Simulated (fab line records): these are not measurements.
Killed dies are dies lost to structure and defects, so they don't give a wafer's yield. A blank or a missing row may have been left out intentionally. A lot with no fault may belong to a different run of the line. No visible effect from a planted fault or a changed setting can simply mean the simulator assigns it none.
A single fault, viewed from 2 desks ; flow sky130 ; each desk holds nothing but its own numbers, with what lay behind them at the end

== AT THE TOOL OWNER'S DESK: krfScanner-01 ==
The tool's own readings at SKY_POLY_GATE_EXPOSE_10 (exposes mask P1M, target cd 150 nm): means of the sampled wafers that have a number, for each lot that ran on this tool. A lot is out of limits, marked OUT, if its mean lies more than 4 standard deviations from the usual mean; the brackets give that distance.
Columns: A = exposureDoseMJCm2 at SKY_POLY_GATE_EXPOSE_10, usual 27.97
lot;first seen here;A
L399;day 16 00:34;28.01
L400;day 16 05:46;27.99
L401;day 16 15:26;27.98
L403;day 17 05:56;27.99
L412;day 20 11:22;27.96
L413;day 20 23:32;29.68 (+55) OUT
L414;day 21 07:50;29.67 (+55) OUT
This desk finds L413, L414 out of limits, L413 being first, at day 20 23:32 (exposureDoseMJCm2 at SKY_POLY_GATE_EXPOSE_10). L399, L400, L401, L403, L412: within limits.

== THE METROLOGY DESK ==
What the gauges read for every lot (on any tool): the sampled wafers with a number, averaged. A lot is out of limits, marked OUT, if its mean lies more than 4 standard deviations from the usual mean; the brackets give that distance.
Columns: A = cdNm at SKY_POLY_GATE_CD_MEAS_13, usual 149.5 nm
lot;first seen here;A
L399;day 16 14:14;151.7
L400;day 16 19:45;149.5
L401;day 17 06:02;147.4
L402;day 17 15:01;150.5
L403;day 17 20:16;149.3
L404;day 18 04:05;150.4
L406;day 19 19:22;150.4
L408;day 20 00:01;150.4
L409;day 20 09:53;150.6
L412;day 21 02:07;150.9
L413;day 21 15:01;139.9 (-5.7) OUT
L414;day 21 22:11;137.4 (-7.1) OUT
L417;day 22 19:00;150.3
L419;day 23 14:26;150.0
This desk finds L413, L414 out of limits, L413 being first, at day 21 15:01 (cdNm at SKY_POLY_GATE_CD_MEAS_13). L399, L400, L401, L402, L403, L404, L406, L408, L409, L412, L417, L419: within limits.

== PUT TOGETHER ==
The tool owner's desk had the chance to raise an alarm at day 20 23:32 on L413, L414.
The metrology desk could have raised an alarm at day 21 15:01, on L413, L414.
On krfScanner-01, each named lot ran SKY_POLY_GATE_EXPOSE_10.

== WHAT THE SIMULATOR HAD INSERTED ==
Process parameters drifting: krfScanner-01 at SKY_POLY_GATE_EXPOSE_10, beginning at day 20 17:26. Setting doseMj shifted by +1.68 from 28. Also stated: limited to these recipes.
Struck lots among those shown: L413, L414.
Fault start to first reading out of limits, in hours, per desk: tool owner, 6; metrology, 22.
